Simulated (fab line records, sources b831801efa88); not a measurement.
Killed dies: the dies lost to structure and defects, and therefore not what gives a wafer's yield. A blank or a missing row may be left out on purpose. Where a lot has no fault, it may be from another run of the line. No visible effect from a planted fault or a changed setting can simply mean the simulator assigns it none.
A single fault, viewed from 2 desks ; flow sky130 ; only its own numbers are on each desk; what lay behind them is given at the end

## METROLOGY DESK
Means of the sampled wafers that have a number, per lot and without regard to the tool the lot ran on: this is what the gauges read. If a lot's mean is further than 4 standard deviations from the usual mean, the lot is out of limits and carries the mark OUT (the distance appears in the brackets).
Columns: A = NWELL_TW at SKY_NWELL_TW_MEAS_15, usual 1814; B = NWELL_01_OVL at SKY_NWELL_OVL_MEAS_23, usual 0.2 nm
lot;first seen here;A;B
L507;day 6 11:57;1816;-0.2
L512;day 7 06:18;1796;-0.4
L521;day 10 03:07;1824;-2.0
L522;day 10 15:58;1784;-1.4
L523;day 10 16:37;1819;0.7
L524;day 10 16:59;1799;-0.4
This desk's finding: nothing out of limits on any of the 6 lots.

## FOR THE TOOL OWNER'S DESK: implanter-01
For each lot that ran on this tool, the mean over its sampled wafers that have a number, from the tool's own readings at SKY_NWELL_IMPLANT_24. If a lot's mean is further than 4 standard deviations from the usual mean, the lot is out of limits and carries the mark OUT (the distance appears in the brackets).
Columns: A = beam energy keV at SKY_NWELL_IMPLANT_24, usual 140.01; B = faraday current uA at SKY_NWELL_IMPLANT_24, usual 52.0
lot;first seen here;A;B
L512;day 8 00:24;139.95;51.5
L521;day 11 00:27;132.98 (-99 or more) OUT;50.9
L523;day 11 16:13;132.97 (-99 or more) OUT;51.5
Finding of this desk: L521, L523 out of limits; the first was L521 at day 11 00:27, on beam energy keV at SKY_NWELL_IMPLANT_24. Within limits: L512.

## PUT TOGETHER
An alarm could have come from the tool owner's desk at day 11 00:27, on L521, L523.
The metrology desk saw nothing out of limits.
The metrology desk has L521, L523 on record, within its limits.
All the named lots went through SKY_NWELL_IMPLANT_24 on implanter-01.

## WHAT THE SIMULATOR HAD INSERTED
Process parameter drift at SKY_NWELL_IMPLANT_24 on implanter-01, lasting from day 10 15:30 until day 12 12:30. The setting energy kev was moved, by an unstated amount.
Shown lots that were struck: L521, L523.
Delay in hours, fault start to first out-of-limits reading, by desk: the tool owner's desk at 9.
